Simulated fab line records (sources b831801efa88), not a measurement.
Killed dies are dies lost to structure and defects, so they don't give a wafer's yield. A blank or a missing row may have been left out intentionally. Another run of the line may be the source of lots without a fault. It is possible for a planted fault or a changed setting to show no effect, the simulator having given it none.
What tool caused it?	flow gf180mcu	13 lots, 39 wafers sampled, at 5 steps of a route of 602

WHAT EACH GAUGE READ, for each wafer
GF_MVPSD_TW_MEAS_11.
lot	measured	on	MVPSD_TW
L421	day 4 23:40	film-metro-03	556 554 557
L422	day 5 08:31	film-metro-04	549 544 550
L423	day 5 12:29	film-metro-01	557 553 553
L424	day 5 19:22	film-metro-01	553 553 552
L425	day 6 02:44	film-metro-03	556 558 559
L426	day 6 07:50	film-metro-04	554 558 555
L427	day 6 11:58	film-metro-01	561 558 558
L428	day 7 01:55	film-metro-04	556 556 553
L430	day 7 09:11	film-metro-04	554 553 557
L437	day 9 03:25	film-metro-01	551 551 550
L439	day 9 17:40	film-metro-01	1033 1033 1035
L440	day 9 21:21	film-metro-03	1046 1049 1046
L441	day 10 02:58	film-metro-04	1033 1035 1040

GF_VT_IMPLANT_OVL_MEAS_29.
lot	measured	on	VT_IMPLANT_02_OVL (nm)
L421	day 6 21:08	overlay-01	0.3 -0.7 1.0
L422	day 7 06:50	overlay-01	0.6 0.1 -0.8
L423	day 7 10:59	overlay-02	-0.6 -1.2 -2.0
L424	day 7 18:44	overlay-02	1.6 0.4 0.0
L425	day 8 03:07	overlay-01	1.2 1.9 0.6
L426	day 8 08:42	overlay-02	1.0 0.3 -0.4
L427	day 8 11:50	overlay-01	-1.7 -1.7 -0.4
L428	day 9 03:47	overlay-02	0.5 0.2 0.8
L430	day 9 12:33	overlay-01	-2.2 -2.2 -3.0
L437	day 11 09:53	overlay-02	0.2 0.3 -0.1
L439	day 12 00:17	overlay-02	-0.1 1.4 0.6
L440	day 12 03:59	overlay-01	-0.5 0.3 0.9
L441	day 12 11:17	overlay-01	-1.0 0.7 -0.2

GF_VT_IMPLANT_RS_MEAS_49: a four-point-probe measurement.
lot	measured	on	MVPSD_RS (ohm/sq)
L421	day 7 13:58	film-metro-03	1167 1166 1164
L422	day 8 00:17	film-metro-03	1175 1178 1173
L423	day 8 04:36	film-metro-03	1170 1170 1168
L424	day 8 12:18	film-metro-04	1166 1171 1171
L425	day 8 20:32	film-metro-03	1168 1168 1167
L426	day 9 02:59	film-metro-03	1175 1172 1170
L427	day 9 05:14	film-metro-03	1168 1166 1166
L428	day 9 22:53	film-metro-03	1171 1169 1169
L430	day 10 07:03	film-metro-03	1170 1169 1166
L437	day 12 05:46	film-metro-03	1172 1166 1168
L439	day 12 20:48	film-metro-01	1569 1565 1568
L440	day 13 01:18	film-metro-04	1569 1566 1570
L441	day 13 07:44	film-metro-01	1570 1568 1564

GF_SAB_CD_MEAS_09: target cd 420 nm.
lot	measured	on	cd-nm (nm)
L421	day 15 02:36	cd-sem-02	419.0 418.5 419.6
L422	day 15 19:53	cd-sem-01	422.5 421.8 422.9
L423	day 16 00:09	cd-sem-01	420.1 418.0 419.9
L424	day 16 12:02	cd-sem-02	419.5 421.1 421.8
L425	day 16 17:29	cd-sem-02	421.2 421.9 422.0
L426	day 17 08:16	cd-sem-02	422.4 420.0 420.5
L427	day 17 12:17	cd-sem-01	421.3 420.8 420.5
L428	day 18 09:22	cd-sem-02	420.9 421.6 422.0
L430	day 18 17:14	cd-sem-02	422.6 423.4 420.3
L437	day 21 07:44	cd-sem-02	424.4 423.3 424.5
L439	day 22 03:11	cd-sem-01	415.6 414.5 415.5
L440	day 22 07:25	cd-sem-01	423.6 421.7 423.4
L441	day 22 14:23	cd-sem-02	421.4 422.0 423.8

WHICH TOOL RAN EACH LOT (tool, then ch and the chambers of the sampled wafers, then the start)
lot	GF_MVPSD_IMPLANT_08
L421	implanter-04 ch 0, day 4 23:17
L422	implanter-02 ch 0, day 5 08:07
L423	implanter-04 ch 0, day 5 12:05
L424	implanter-02 ch 0, day 5 18:59
L425	implanter-04 ch 0, day 6 02:19
L426	implanter-02 ch 0, day 6 07:28
L427	implanter-02 ch 0, day 6 11:34
L428	implanter-02 ch 0, day 7 01:31
L430	implanter-04 ch 0, day 7 08:50
L437	implanter-04 ch 0, day 9 03:01
L439	implanter-03 ch 0, day 9 17:16
L440	implanter-04 ch 0, day 9 20:59
L441	implanter-03 ch 0, day 10 02:34
- GF_MVPSD_IMPLANT_08

WHAT THE TOOLS THEMSELVES READ (means of the sampled wafers that have a number; where no wafer has one, the mark that the record gives instead)
The record holds no such reading with a usual standard deviation.

THE ANSWER, worked out from the rows above alone
Rule: the lots themselves supply what counts as usual. The widest of any qualifying gaps counts: lots, ordered by their means at a reading, are off when they make up no more than a third of the lots, leave a main group of 4 or more, and stand apart from it by 3 or more times the standard deviation of that group's means. The tables above print the reading to a certain number of digits; a main group whose means all agree to those digits is not used. A lot without any number at a reading at which 4 lots or more have one is off too. All remaining lots with rows at the step are treated as sound. The gauges are gone through in route order, then the tools' own readings, and for those a lot's mean is taken as printed above. The first step at which some lot is off is used, and at that step the reading that is off furthest; a lot without a number counts as furthest.
Off: L439, L440, L441, seen at GF_MVPSD_TW_MEAS_11 (MVPSD_TW). For the main group the mean is 554 and the standard deviation 3.1.
If a tool, at a process step before that reading, ran all the lots that are off and no sound lot after the first of them, it fits. Gauges at GF_MVPSD_TW_MEAS_11: tried the same way as those tools. Of those tried, none fits.

WHAT THE SIMULATOR PUT IN
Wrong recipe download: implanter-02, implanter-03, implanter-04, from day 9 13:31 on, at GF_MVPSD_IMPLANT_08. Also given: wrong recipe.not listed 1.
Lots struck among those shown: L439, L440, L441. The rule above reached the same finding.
